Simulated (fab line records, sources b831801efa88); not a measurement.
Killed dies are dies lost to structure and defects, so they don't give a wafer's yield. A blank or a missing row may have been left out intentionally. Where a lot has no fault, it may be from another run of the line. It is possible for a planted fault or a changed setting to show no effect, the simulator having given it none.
Which tool did it? + flow gf180mcu + 39 wafers from 13 lots sampled at 5 of the route's 602 steps

WHAT EACH GAUGE READ, for each wafer
GF_POLY_GATE_THK_MEAS_17. Usual: for POLY_GATE_OXIDATION_THK the level is 3.94 nm and the standard deviation is 0.11.
| lot  | measured     | on            | POLY_GATE_OXIDATION_THK (nm) | flag |
|------|--------------|---------------|------------------------------|------|
| L619 | day 9 05:47  | film_metro-01 | 3.97 4.08 4.07               |      |
| L620 | day 9 18:23  | film_metro-01 | 4.03 3.99 4.04               |      |
| L621 | day 9 20:51  | film_metro-03 | 3.96 3.96 3.92               |      |
| L624 | day 10 20:58 | film_metro-02 | 3.95 4.06 3.94               |      |
| L626 | day 11 11:08 | film_metro-02 | 3.92 3.96 3.94               |      |
| L627 | day 11 17:47 | film_metro-02 | 4.12 4.15 4.17               |      |
| L628 | day 11 21:11 | film_metro-02 | 3.85 3.91 3.90               |      |
| L630 | day 12 20:52 | film_metro-03 | 3.90 3.91 3.86               |      |
| L631 | day 12 20:53 | film_metro-01 | 3.76 3.85 3.81               |      |
| L637 | day 14 21:50 | film_metro-03 | 3.70 3.75 3.70               |      |
| L639 | day 15 06:47 | film_metro-03 | 4.04 3.95 4.06               |      |
| L640 | day 15 14:01 | film_metro-02 | 3.90 3.98 3.93               |      |
| L642 | day 16 05:50 | film_metro-03 | 4.02 3.99 3.96               |      |

GF_PSD_CD_MEAS_07 targets a cd of 400 nm. Usual: cd_nm reads 399.4 nm (standard deviation 2.4).
| lot  | measured     | on        | cd_nm (nm)        | flag |
|------|--------------|-----------|-------------------|------|
| L619 | day 14 04:04 | cd_sem-01 | 399.2 401.5 402.5 |      |
| L620 | day 14 17:10 | cd_sem-02 | 398.9 398.7 398.2 |      |
| L621 | day 14 21:31 | cd_sem-01 | 394.5 394.7 395.3 |      |
| L624 | day 16 01:15 | cd_sem-02 | 399.2 400.4 396.5 |      |
| L626 | day 16 17:25 | cd_sem-01 | 400.6 401.8 401.8 |      |
| L627 | day 17 01:34 | cd_sem-01 | 399.4 399.6 400.0 |      |
| L628 | day 17 06:29 | cd_sem-01 | 400.5 401.4 401.7 |      |
| L630 | day 18 12:41 | cd_sem-01 | 394.7 392.1 395.1 |      |
| L631 | day 18 13:40 | cd_sem-01 | 401.5 400.1 399.9 |      |
| L637 | day 20 21:23 | cd_sem-01 | 401.5 402.7 402.4 |      |
| L639 | day 21 08:58 | cd_sem-01 | 402.0 401.0 402.4 |      |
| L640 | day 21 15:34 | cd_sem-01 | 400.7 400.3 398.7 |      |
| L642 | day 22 10:17 | cd_sem-02 | 399.3 400.4 399.1 |      |

GF_SALICIDE_THK_MEAS_05: measures by xrf. Usual: for SALICIDE_TIN_THK the level is 20.18 nm and the standard deviation is 0.29.
| lot  | measured     | on            | SALICIDE_TIN_THK (nm) | flag |
|------|--------------|---------------|-----------------------|------|
| L619 | day 15 02:27 | film_metro-02 | 20.31 19.94 20.15     |      |
| L620 | day 15 15:53 | film_metro-01 | 19.76 20.31 20.29     |      |
| L621 | day 15 20:30 | film_metro-03 | 20.64 20.28 20.86     |      |
| L624 | day 17 00:46 | film_metro-02 | 20.27 20.20 20.54     |      |
| L626 | day 17 18:37 | film_metro-02 | 20.59 20.27 20.68     |      |
| L627 | day 18 02:41 | film_metro-03 | 19.92 20.26 19.94     |      |
| L628 | day 18 06:45 | film_metro-01 | 20.45 19.99 20.27     |      |
| L630 | day 19 14:28 | film_metro-02 | 20.65 19.92 20.51     |      |
| L631 | day 19 16:01 | film_metro-02 | 20.24 19.99 19.81     |      |
| L637 | day 21 21:40 | film_metro-01 | 20.10 18.07 20.05     |      |
| L639 | day 22 09:58 | film_metro-03 | 20.49 19.97 20.42     |      |
| L640 | day 22 16:37 | film_metro-01 | 19.74 20.03 20.47     |      |
| L642 | day 23 10:42 | film_metro-01 | 20.16 20.13 20.04     |      |

GF_CONTACT_THK_MEAS_01. Usual: for CONTACT_CVD_00_THK the level is 302 nm and the standard deviation is 4.6.
| lot  | measured     | on            | CONTACT_CVD_00_THK (nm) | flag |
|------|--------------|---------------|-------------------------|------|
| L619 | day 15 02:51 | film_metro-02 | 303 303 308             |      |
| L620 | day 15 16:17 | film_metro-01 | 307 298 297             |      |
| L621 | day 15 20:54 | film_metro-01 | 295 305 295             |      |
| L624 | day 17 01:10 | film_metro-04 | 307 293 296             |      |
| L626 | day 17 19:01 | film_metro-04 | 313 310 300             |      |
| L627 | day 18 03:04 | film_metro-02 | 308 307 293             |      |
| L628 | day 18 07:09 | film_metro-02 | 300 303 304             |      |
| L630 | day 19 14:58 | film_metro-02 | 297 298 299             |      |
| L631 | day 19 16:36 | film_metro-02 | 310 305 304             |      |
| L637 | day 21 22:04 | film_metro-02 | 298 300 300             |      |
| L639 | day 22 10:39 | film_metro-01 | 307 298 297             |      |
| L640 | day 22 17:06 | film_metro-02 | 298 300 299             |      |
| L642 | day 23 11:06 | film_metro-02 | 303 298 301             |      |

WHAT TOOL EACH LOT RAN ON (gives the tool, then ch and the chambers of the sampled wafers, and finally the start)
| lot  | GF_SALICIDE_SPUTTER_03       |
|------|------------------------------|
| L619 | pvd_sputter-01, day 15 02:17 |
| L620 | pvd_sputter-01, day 15 15:44 |
| L621 | pvd_sputter-02, day 15 20:20 |
| L624 | pvd_sputter-02, day 17 00:37 |
| L626 | pvd_sputter-03, day 17 18:27 |
| L627 | pvd_sputter-03, day 18 02:31 |
| L628 | pvd_sputter-02, day 18 06:36 |
| L630 | pvd_sputter-02, day 19 14:19 |
| L631 | pvd_sputter-03, day 19 15:50 |
| L637 | pvd_sputter-01, day 21 21:30 |
| L639 | pvd_sputter-02, day 22 09:48 |
| L640 | pvd_sputter-02, day 22 16:27 |
| L642 | pvd_sputter-03, day 23 10:31 |
- GF_SALICIDE_SPUTTER_03: material TiN, target thk 20 nm, time 16.7 s.

AS READ BY THE TOOLS THEMSELVES (means over the sampled wafers that have a number; for cases with no such wafer, the mark the record gives instead)
GF_SALICIDE_SPUTTER_03. Usual: chamber_pressure_pa 0.4000 Pa, standard deviation 0.00086; throttle_valve_pct 30.0 %, standard deviation 0.67.
| lot  | tool           | chamber_pressure_pa (Pa) | throttle_valve_pct (%) | flag |
|------|----------------|--------------------------|------------------------|------|
| L619 | pvd_sputter-01 | 0.4002                   | 28.8                   |      |
| L620 | pvd_sputter-01 | 0.3995                   | 29.4                   |      |
| L621 | pvd_sputter-02 | 0.4005                   | 30.6                   |      |
| L624 | pvd_sputter-02 | 0.4004                   | 30.3                   |      |
| L626 | pvd_sputter-03 | 0.4005                   | 29.6                   |      |
| L627 | pvd_sputter-03 | 0.3994                   | 30.0                   |      |
| L628 | pvd_sputter-02 | 0.4003                   | 30.5                   |      |
| L630 | pvd_sputter-02 | 0.3996                   | 30.3                   |      |
| L631 | pvd_sputter-03 | 0.4003                   | 30.4                   |      |
| L637 | pvd_sputter-01 | 0.3993                   | 29.9                   |      |
| L639 | pvd_sputter-02 | 0.3993                   | 30.0                   |      |
| L640 | pvd_sputter-02 | 0.3998                   | 30.3                   |      |
| L642 | pvd_sputter-03 | 0.4007                   | 30.1                   |      |

THE ANSWER, worked out from the rows above alone
Rule: lot off if the mean of its wafers having a number is beyond 3 standard deviations from the usual mean. A lot without any number at a reading at which 4 lots or more have one is off too. Where the step has rows for the other lots, those lots are counted as sound. After the gauges, taken in route order, come the tools' own readings; for these a lot's mean is taken, as printed above. At the first step where some lot is off, the reading lying furthest off is the one used; lots without a number count as furthest.
No lot is off on any of the readings shown, so nothing can be concluded from this.

WHAT THE SIMULATOR HAD INSERTED
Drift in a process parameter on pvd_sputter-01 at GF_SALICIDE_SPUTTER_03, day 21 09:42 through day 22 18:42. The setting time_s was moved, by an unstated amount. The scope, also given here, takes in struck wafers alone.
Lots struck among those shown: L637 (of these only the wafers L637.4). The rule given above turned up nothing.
